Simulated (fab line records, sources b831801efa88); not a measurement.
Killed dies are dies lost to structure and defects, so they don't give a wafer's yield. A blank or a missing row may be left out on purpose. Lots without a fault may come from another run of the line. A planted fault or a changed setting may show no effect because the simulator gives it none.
fab line records | flow sky130
record lots=6 wafers=18 last_day=50
route steps=708 shown VIA4@640 PAD_OPEN@708
lots that met no fault: from a run of the same line without faults
start_h: hours from the record's first day to the start of the lot's first wafer shown | wait_h: hours since the lot's step before | " the same as in the row above | L1.1+2: a row that stands for several wafers | - no value, or no start given | * or withheld: withheld | < > ~ a bound
route shown NAME@n: a module of which the file shows steps, and the number in the route of the first | usual: mean/standard deviation of fault-free wafers | same: alike in all rows | chamber/n: place in a boat | sites: the reading at each site | _std_site: their standard deviation | _edge_site: outer sites' mean less inner sites' | radius_mm: how far each site lies from the wafer's centre | mask NAME#n: copy n | behind: the tool/chamber that last shaped the wafer | hold: why the lot was held/for how many hours/how that ended | device: the transistor (n, p or np) that didn't switch | end of line: the same wafers' tests at the end of the route | a step without rows: its recipe alone | killed: dies lost to structure and defects at the first sort, not the wafer's yield | map: a wafer's dies, x killed, . not, _ none there
set.NAME: the setting as run; set.NAME@STEP: as run at that earlier step | model.NAME: the simulator's own value behind a step, which no gauge read
lots at some steps of the route; a table a step, a row a wafer
services: from which hour (start_h, from the record's first day; less than 0 if before it) a tool's chamber was out of use, for how many hours, and why
## steps
# step SKY_VIA4_THK_MEAS_01
# recipe reads=SiO2_of_VIA4_HDPCVD_00
# usual VIA4_HDPCVD_THK=1776/16
# columns lot.wafer tool chamber start_h wait_h VIA4_HDPCVD_THK[nm]
L409.3 film_metro-02 - 1043.28 0.1 1786
L409.4 " - " " 1799
L409.5 " - " " 1783
L410.1 film_metro-03 - 1050.12 0.1 1769
L410.2 " - " " 1760
L410.3 " - " " 1762
L413.1 film_metro-01 - 1073.20 0.1 1789
L413.2 " - " " 1794
L413.5 " - " " 1797
L415.1 film_metro-02 - 1076.14 0.1 1782
L415.3 " - " " 1805
L415.6 " - " " 1796
L414.1 film_metro-01 - 1078.80 0.1 1763
L414.3 " - " " 1767
L414.4 " - " " 1757
L421.1 film_metro-02 - 1113.34 0.2 1763
L421.3 " - " " 1767
L421.5 " - " " 1772
# step SKY_VIA4_CMP_02
# recipe material=SiO2 down_force_psi=4 platen_rpm=60 pad_velocity_m_s=0.94248
# usual motor_current_A=11.8/0.85 retaining_ring_pressure_frac=1.000/0.0055 slurry_flow_ml_min=150.0/0.46
# columns lot.wafer tool chamber start_h wait_h motor_current_A retaining_ring_pressure_frac slurry_flow_ml_min
L409.3 cmp-01 3 1043.37 0.1 12.7 1.002 149.6
L409.4 " 0 " " 10.7 0.992 150.1
L409.5 " 3 " " 12.7 0.992 149.6
L410.3 cmp-01 0 1050.18 0.0 10.7 1.000 150.7
L410.2 " 1 " " 11.6 1.006 150.1
L410.1 " 2 " " 11.7 1.004 150.1
L413.2 cmp-01 1 1073.31 0.1 12.4 0.996 149.6
L413.1 " 3 " " 13.6 1.004 149.9
L413.5 " 1 " " 12.7 1.001 150.4
L415.1 cmp-02 3 1076.28 0.1 10.7 0.998 150.0
L415.3 " 2 " " 11.7 0.993 149.8
L415.6 " 3 " " 9.9 0.997 150.3
L414.3 cmp-01 2 1078.93 0.1 11.5 0.991 149.3
L414.1 " 0 " " 11.1 0.993 150.5
L414.4 " 1 " " 12.1 0.998 149.7
L421.3 cmp-02 2 1113.45 0.1 11.3 1.008 150.4
L421.1 " 0 " " 11.8 0.991 150.1
L421.5 " 2 " " 12.3 1.006 150.3
# step SKY_VIA4_BOW_MEAS_03
# recipe mode=bow
# usual VIA4_BOW=79/9.5
# columns lot.wafer tool chamber start_h wait_h VIA4_BOW[um]
L409.3 film_metro-02 - 1043.66 0.2 74
L409.4 " - " " 75
L409.5 " - " " 85
L410.1 film_metro-02 - 1050.48 0.1 80
L410.2 " - " " 67
L410.3 " - " " 78
L413.1 film_metro-02 - 1073.56 0.1 92
L413.2 " - " " 93
L413.5 " - " " 81
L415.1 film_metro-02 - 1076.58 0.2 71
L415.3 " - " " 70
L415.6 " - " " 59
L414.1 film_metro-02 - 1079.23 0.1 70
L414.3 " - " " 78
L414.4 " - " " 77
L421.1 film_metro-03 - 1113.70 0.1 83
L421.3 " - " " 78
L421.5 " - " " 81
# step SKY_VIA4_DEHYDRATE_04
# recipe temp_c=200 time_s=60
# step SKY_VIA4_HMDS_05
# recipe prime_time_s=60 prime_temp_c=120
# step SKY_VIA4_COAT_06
# recipe resist=NOVOLAK spin_rpm=3000 resist_thk_nm=1140
# step SKY_VIA4_SOFTBAKE_07
# recipe temp_c=90 time_s=60 resist=NOVOLAK
# step SKY_VIA4_EXPOSE_08
# recipe mask_id=VIM4 na=0.6 source_shape=conventional sigma_outer=0.6 polarization=unpolarized target_cd_nm=800 dose_mj=132
# step SKY_VIA4_PEB_09
# recipe temp_c=withheld time_s=* resist=NOVOLAK
# step SKY_VIA4_DEVELOP_10
# recipe resist=NOVOLAK developer=TMAH develop_time_s=60 dev_temp_c=23
# step SKY_VIA4_OVL_MEAS_11
# usual VIA4_OVL=-1.1/1.4
# columns lot.wafer tool chamber start_h wait_h VIA4_OVL[nm]
L409.3 overlay-02 - 1065.77 0.1 0.5
L409.4 " - " " -2.0
L409.5 " - " " -0.2
L410.1 overlay-01 - 1072.51 0.1 0.7
L410.2 " - " " 0.6
L410.3 " - " " 2.0
L413.1 overlay-02 - 1095.01 0.1 -4.4
L413.2 " - " " -2.3
L413.5 " - " " -3.1
L415.1 overlay-02 - 1098.08 0.1 -0.1
L415.3 " - " " -0.6
L415.6 " - " " 0.4
L414.1 overlay-02 - 1099.76 0.1 -0.6
L414.3 " - " " -1.1
L414.4 " - " " -0.9
L421.1 overlay-02 - 1132.83 0.1 0.0
L421.3 " - " " -0.6
L421.5 " - " " -0.5
# step SKY_VIA4_ETCH_12
# recipe target=SiO2 chemistry=C4F8/O2/Ar stop_on=TiN mask_material=NOVOLAK source_w=1500 bias_w=1153 pressure_mtorr=40 c4f8_flow_sccm=withheld O2_flow_sccm=6 Ar_flow_sccm=300 time_s=withheld target_depth_a=5800
# usual oes_product_au=0.926/0.0043
# columns lot.wafer tool chamber start_h wait_h oes_product_au
L409.3 rie_diel-02 3 1065.80 0.0 0.927
L409.4 " 2 " " 0.927
L409.5 " 3 " " 0.929
L410.1 rie_diel-03 1 1072.54 0.0 0.923
L410.2 " 0 " " 0.924
L410.3 " 2 " " 0.922
L413.1 rie_diel-03 2 1095.04 0.0 0.926
L413.2 " 3 " " 0.924
L413.5 " 2 " " 0.929
L415.1 rie_diel-03 3 1098.11 0.0 0.925
L415.3 " 2 " " 0.925
L415.6 " 1 " " 0.927
L414.1 rie_diel-02 3 1099.80 0.0 0.925
L414.3 " 1 " " 0.927
L414.4 " 0 " " 0.929
L421.1 rie_diel-02 3 1132.86 0.0 0.929
L421.3 " 1 " " 0.919
L421.5 " 0 " " 0.927
# step SKY_VIA4_STRIP_13
# recipe chemistry=O2/N2 power_w=1400 pressure_mtorr=1500 platen_temp_c=withheld o2_flow_sccm=3000 n2_flow_sccm=300 overash_fraction=0.5
# usual chamber_pressure_mTorr=1500.1/1.5 drypump_motor_current_A=5.6/0.52 oes_product_au=0.709/0.0045 strip_time_to_endpoint_s=12.81/0.032
# columns lot.wafer tool chamber start_h wait_h chamber_pressure_mTorr drypump_motor_current_A oes_product_au rf_hours_counter_h strip_time_to_endpoint_s model.NOVOLAK_of_VIA4_COAT_06.thk_nm
L409.3 plasma_asher-04 0 1065.91 - 1500.4 6.2 0.699 - 12.87 0
L409.4 " 1 " " 1499.3 4.8 0.715 - 12.84 0
L409.5 " 0 " " 1499.5 6.3 0.702 - 12.88 0
L410.1 plasma_asher-03 0 1072.62 - 1500.7 5.3 0.709 92 12.79 0
L410.2 " 1 " " 1499.3 5.4 0.710 92 12.79 0
L410.3 " 1 " " 1500.8 5.4 0.708 - 12.84 0
L413.1 plasma_asher-03 1 1095.12 - - - - - - 1006
L413.2 " 0 " " - - - - - 999.9
L413.5 " 1 " " - - - - - 1004
L415.1 plasma_asher-04 0 1098.19 - - - - - - 1011
L415.3 " 0 " " - - - - - 1011
L415.6 " 0 " " - - - - - 1010
L414.1 plasma_asher-04 0 1099.87 - 1502.2 6.2 0.718 64 12.82 0
L414.3 " 1 " " 1497.8 4.8 0.710 - 12.80 0
L414.4 " 0 " " 1500.5 6.3 0.713 - 12.80 0
L421.1 plasma_asher-03 0 1132.94 - 1500.4 5.3 0.707 98 12.80 0
L421.3 " 1 " " 1499.2 5.5 0.710 - 12.80 0
L421.5 " 1 " " 1499.9 5.4 0.702 - 12.76 0
# step SKY_VIA4_STRIP_14
# recipe chemistry=post_etch_residue_remover time_s=1200 temp_c=72.5
# step SKY_PAD_OPEN_PROBE_99
# usual defect_limited_yield=82.6/1.9 killed_at_M0_to_M3=43/7.1 killed_at_M4_up=3.0/1.6 killed_at_contacts=24/5.3 killed_at_front_end=16/4.1 killed_at_other=0.5/0.82 killed_dies=86/9.4 killed_on_rim=17/4.1 killed_open=46/6.9 killed_short=39/6.5 sort_bin_3_pad_short=0.9/0.45 sort_bin_5_function=10.3/1.5 sort_bin_6_memory=6.2/1.1 sort_n_pass=406/9.4 sort_yield_pct=82.6/1.9
# same gross_dies=492 killed_at_back_side=0 sort_bin_4_leakage[%]=0 sort_bin_8_speed[%]=0
# columns lot.wafer tool chamber start_h wait_h defect_limited_yield[%] killed_at_M0_to_M3 killed_at_M4_up killed_at_contacts killed_at_front_end killed_at_other killed_dies killed_on_rim killed_open killed_short sort_bin_3_pad_short[%] sort_bin_5_function[%] sort_bin_6_memory[%] sort_n_pass sort_yield_pct[%]
L409.3 prober-01 - 1132.48 0.2 81.7 50 5 16 19 0 90 14 53 37 0.8 11.2 6.3 402 81.7
L409.4 prober-01 - 1132.53 0.2 82.9 47 2 20 14 1 84 16 44 39 0.6 10.0 6.5 408 82.9
L409.5 prober-01 - 1132.58 0.2 82.7 40 1 24 20 0 85 22 45 40 1.4 9.6 6.3 407 82.7
L410.1 prober-02 - 1138.96 0.1 81.3 50 3 24 15 0 92 14 54 38 1.8 10.6 6.3 400 81.3
L410.2 prober-02 - 1139.01 0.1 82.3 43 2 25 17 0 87 16 42 45 1.0 9.8 6.9 405 82.3
L410.3 prober-02 - 1139.06 0.2 85.4 40 1 19 11 1 72 16 38 34 0.2 9.3 5.1 420 85.4
L413.1 prober-01 - 1157.20 0.1 0.4 11 470 3 6 0 490 95 14 7 27.0 70.3 2.2 2 0.4
L413.2 prober-01 - 1157.25 0.1 0 6 476 5 5 0 492 96 9 7 22.4 75.0 2.6 0 0
L413.5 prober-01 - 1157.40 0.2 0.2 7 475 6 3 0 491 96 11 5 24.6 72.2 3.0 1 0.2
L415.1 prober-02 - 1160.03 0.1 0.4 6 479 2 3 0 490 95 6 5 25.8 70.9 2.8 2 0.4
L415.3 prober-02 - 1160.13 0.2 0.4 4 476 5 5 0 490 96 8 6 25.2 72.6 1.8 2 0.4
L415.6 prober-02 - 1160.28 0.2 0 13 469 6 4 0 492 96 10 14 24.2 74.4 1.4 0 0
# killed by level:class
L409.3 CONTACT:geometric_particle:open=11 VIA1:geometric_particle:open=11 VIA2:geometric_particle:open=9 VIA3:geometric_particle:open=6 VIA1:geometric_particle:short=5 METAL2:geometric_particle:short=5 METAL1:geometric_particle:short=4 FIELD_ISO:geometric_particle:short=3
L409.4 VIA1:geometric_particle:open=12 VIA2:geometric_particle:open=10 CONTACT:geometric_particle:open=9 METAL2:geometric_particle:short=7 FIELD_ISO:geometric_particle:short=5 CONTACT:geometric_particle:short=5 METAL1:geometric_particle:short=4 VIA1:geometric_particle:short=4
L409.5 CONTACT:geometric_particle:open=9 VIA1:geometric_particle:open=9 LOCAL_INTERCONNECT:geometric_particle:short=7 POLY_GATE:geometric_particle:short=6 VIA1:geometric_particle:short=6 VIA3:geometric_particle:open=6 POLY_GATE:geometric_particle:open=4 METAL1:geometric_particle:short=4
L410.1 VIA1:geometric_particle:open=14 LI_CONTACT:geometric_particle:open=10 VIA3:geometric_particle:open=10 LOCAL_INTERCONNECT:geometric_particle:short=8 METAL2:geometric_particle:short=6 METAL1:geometric_particle:short=4 POLY_GATE:geometric_particle:open=4 VIA1:geometric_particle:short=4
L410.2 VIA1:geometric_particle:open=12 METAL1:geometric_particle:short=9 FIELD_ISO:geometric_particle:short=8 LI_CONTACT:geometric_particle:open=8 CONTACT:geometric_particle:open=8 VIA2:geometric_particle:short=7 METAL2:geometric_particle:short=6 FIELD_ISO:geometric_particle:open=4
L410.3 VIA3:geometric_particle:open=10 LI_CONTACT:geometric_particle:open=6 LOCAL_INTERCONNECT:geometric_particle:short=6 METAL2:geometric_particle:short=6 POLY_GATE:geometric_particle:open=4 VIA1:geometric_particle:short=4 METAL1:geometric_particle:short=4 VIA2:geometric_particle:open=4
L413.1 VIA4:plasma_strip_residue=469 VIA1:geometric_particle:open=5 FIELD_ISO:geometric_particle:open=2 FIELD_ISO:geometric_particle:short=2 LI_CONTACT:geometric_particle:open=2 VIA2:geometric_particle:open=2 VIA1:geometric_particle:short=2 METAL4:geometric_particle:short=1
L413.2 VIA4:plasma_strip_residue=476 LI_CONTACT:geometric_particle:open=3 POLY_GATE:geometric_particle:short=2 FIELD_ISO:geometric_particle:open=1 POLY_GATE:geometric_particle:open=1 SPACER:geometric_particle:open=1 METAL3:geometric_particle:short=1 LI_CONTACT:geometric_particle:short=1
L413.5 VIA4:plasma_strip_residue=475 CONTACT:geometric_particle:open=3 VIA1:geometric_particle:open=3 POLY_GATE:geometric_particle:open=2 METAL1:geometric_particle:short=2 FIELD_ISO:geometric_particle:open=1 LI_CONTACT:geometric_particle:open=1 LOCAL_INTERCONNECT:geometric_particle:short=1
L415.1 VIA4:plasma_strip_residue=479 FIELD_ISO:geometric_particle:open=2 VIA1:geometric_particle:open=2 FIELD_ISO:geometric_particle:short=1 VIA3:geometric_particle:short=1 LI_CONTACT:geometric_particle:short=1 CONTACT:geometric_particle:open=1 METAL1:geometric_particle:short=1
L415.3 VIA4:plasma_strip_residue=476 POLY_GATE:geometric_particle:short=3 LI_CONTACT:geometric_particle:open=2 CONTACT:geometric_particle:open=2 VIA2:geometric_particle:open=2 FIELD_ISO:geometric_particle:open=1 SONOS_ONO:geometric_particle:open=1 CONTACT:geometric_particle:short=1
L415.6 VIA4:plasma_strip_residue=468 VIA1:geometric_particle:short=5 LI_CONTACT:geometric_particle:short=2 VIA2:geometric_particle:open=2 VIA3:geometric_particle:open=2 FIELD_ISO:geometric_particle:short=1 METAL4:geometric_particle:short=1 POLY_GATE:geometric_particle:open=1
# map L413.2 (x killed, . not)
__________xxxxxxxxxx_________
________xxxxxxxxxxxxxx_______
______xxxxxxxxxxxxxxxxxx_____
_____xxxxxxxxxxxxxxxxxxxx____
____xxxxxxxxxxxxxxxxxxxxxx___
___xxxxxxxxxxxxxxxxxxxxxxxx__
__xxxxxxxxxxxxxxxxxxxxxxxxxx_
_xxxxxxxxxxxxxxxxxxxxxxxxxxxx
_xxxxxxxxxxxxxxxxxxxxxxxxxxxx
_xxxxxxxxxxxxxxxxxxxxxxxxxxxx
_xxxxxxxxxxxxxxxxxxxxxxxxxxxx
_xxxxxxxxxxxxxxxxxxxxxxxxxxxx
_xxxxxxxxxxxxxxxxxxxxxxxxxxxx
_xxxxxxxxxxxxxxxxxxxxxxxxxxxx
_xxxxxxxxxxxxxxxxxxxxxxxxxxxx
__xxxxxxxxxxxxxxxxxxxxxxxxxx_
___xxxxxxxxxxxxxxxxxxxxxxxx__
____xxxxxxxxxxxxxxxxxxxxxx___
_____xxxxxxxxxxxxxxxxxxxx____
______xxxxxxxxxxxxxxxxxx_____
________xxxxxxxxxxxxxx_______
__________xxxxxxxxxx_________
# map L415.6 (x killed, . not)
__________xxxxxxxxxx_________
________xxxxxxxxxxxxxx_______
______xxxxxxxxxxxxxxxxxx_____
_____xxxxxxxxxxxxxxxxxxxx____
____xxxxxxxxxxxxxxxxxxxxxx___
___xxxxxxxxxxxxxxxxxxxxxxxx__
__xxxxxxxxxxxxxxxxxxxxxxxxxx_
_xxxxxxxxxxxxxxxxxxxxxxxxxxxx
_xxxxxxxxxxxxxxxxxxxxxxxxxxxx
_xxxxxxxxxxxxxxxxxxxxxxxxxxxx
_xxxxxxxxxxxxxxxxxxxxxxxxxxxx
_xxxxxxxxxxxxxxxxxxxxxxxxxxxx
_xxxxxxxxxxxxxxxxxxxxxxxxxxxx
_xxxxxxxxxxxxxxxxxxxxxxxxxxxx
_xxxxxxxxxxxxxxxxxxxxxxxxxxxx
__xxxxxxxxxxxxxxxxxxxxxxxxxx_
___xxxxxxxxxxxxxxxxxxxxxxxx__
____xxxxxxxxxxxxxxxxxxxxxx___
_____xxxxxxxxxxxxxxxxxxxx____
______xxxxxxxxxxxxxxxxxx_____
________xxxxxxxxxxxxxx_______
__________xxxxxxxxxx_________
## services
# columns tool chamber start_h hours kind
cmp-02 - 1022.08 1.4 repair
rie_diel-02 3 1034.25 - clean
rie_diel-02 3 1034.25 21.4 scheduled_down
rie_diel-02 3 1034.25 21.4 vent_cycle
cmp-01 - 1040.37 1.5 repair
cmp-02 - 1046.99 1.3 repair
cmp-01 - 1062.29 2.8 repair
rie_diel-03 3 1070.67 4.6 repair
cmp-02 - 1077.78 4.0 pm
cmp-01 - 1081.48 1.2 repair
cmp-01 - 1084.00 4.0 pm
cmp-01 - 1088.00 - consumable_replace:conditioner
cmp-01 - 1088.00 - consumable_replace:pad
cmp-01 - 1110.09 0.9 repair
## key
first_sign step=SKY_VIA4_STRIP_13 reading=tool_record direction=missing
effect step=SKY_PAD_OPEN_PROBE_99 reading=killed_at_M4_up direction=up sigmas=99+ usual=3.0 struck=474.2
model_effect step=SKY_VIA4_STRIP_13 value=NOVOLAK_of_VIA4_COAT_06.thk_nm without=0 struck=1007
met_at SKY_VIA4_STRIP_13
struck_wafers L413.1,L413.2,L413.5,L415.1,L415.3,L415.6
later_rows_left_out L413.1,L413.2,L413.5,L415.1,L415.3,L415.6
onset_between 1072.62 1095.12
fault kind=skipped_step_whole tool=plasma_asher-03,plasma_asher-04 chamber=- onset_h=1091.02 steps=SKY_VIA4_STRIP_13 scope=struck_lots_only
# later_rows_left_out: the simulator's readings of these wafers behind a module that went badly wrong aren't trusted and aren't shown, but for the sort
